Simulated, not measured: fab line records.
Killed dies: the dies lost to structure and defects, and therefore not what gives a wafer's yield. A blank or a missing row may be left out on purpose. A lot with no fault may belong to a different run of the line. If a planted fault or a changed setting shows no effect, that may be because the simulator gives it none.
What tool caused it?    flow sfq_line    at 1 step of a route of 325, 7 lots with 21 wafers sampled

== WHAT THE GAUGES SHOWED, per wafer ==
SFQ_M2_RS_MEAS_914: uses a four-point probe to measure.
lot   measured      on             M2_NB_RS (ohm/sq)
L947  day 25 22:15  film_metro-01  0.883 0.887 0.885
L949  day 27 07:14  film_metro-03  0.878 0.880 0.882
L952  day 30 07:20  film_metro-04  0.887 0.889 0.887
L954  day 30 09:43  film_metro-04  0.891 0.898 0.884
L956  day 31 01:19  film_metro-04  0.877 0.877 0.874
L965  day 34 01:12  film_metro-04  0.897 0.891 0.894
L967  day 35 05:55  film_metro-04  0.879 0.886 0.873

== WHAT TOOL EACH LOT RAN ON (gives the tool, then ch and the chambers of the sampled wafers, and finally the start) ==
Before these readings, the record contains no process step.

== THE ANSWER, worked out from the rows above alone ==
Rule: what is usual is taken from the lots themselves. Put in order of their means at a reading, lots are off if they are a third of the lots or fewer, leave a main group of 4 or more, and stand apart from it by a gap of 3 or more times the standard deviation of the main group's means; of several such gaps the widest counts. A main group whose means are all the same, to the digits that the tables above print for the reading, isn't used. A lot without any number at a reading at which 4 lots or more have one is off too. The other lots that the step has rows for count as sound.
No lot is off on any of the readings shown, so nothing can be concluded from this.

== WHAT THE SIMULATOR PUT IN ==
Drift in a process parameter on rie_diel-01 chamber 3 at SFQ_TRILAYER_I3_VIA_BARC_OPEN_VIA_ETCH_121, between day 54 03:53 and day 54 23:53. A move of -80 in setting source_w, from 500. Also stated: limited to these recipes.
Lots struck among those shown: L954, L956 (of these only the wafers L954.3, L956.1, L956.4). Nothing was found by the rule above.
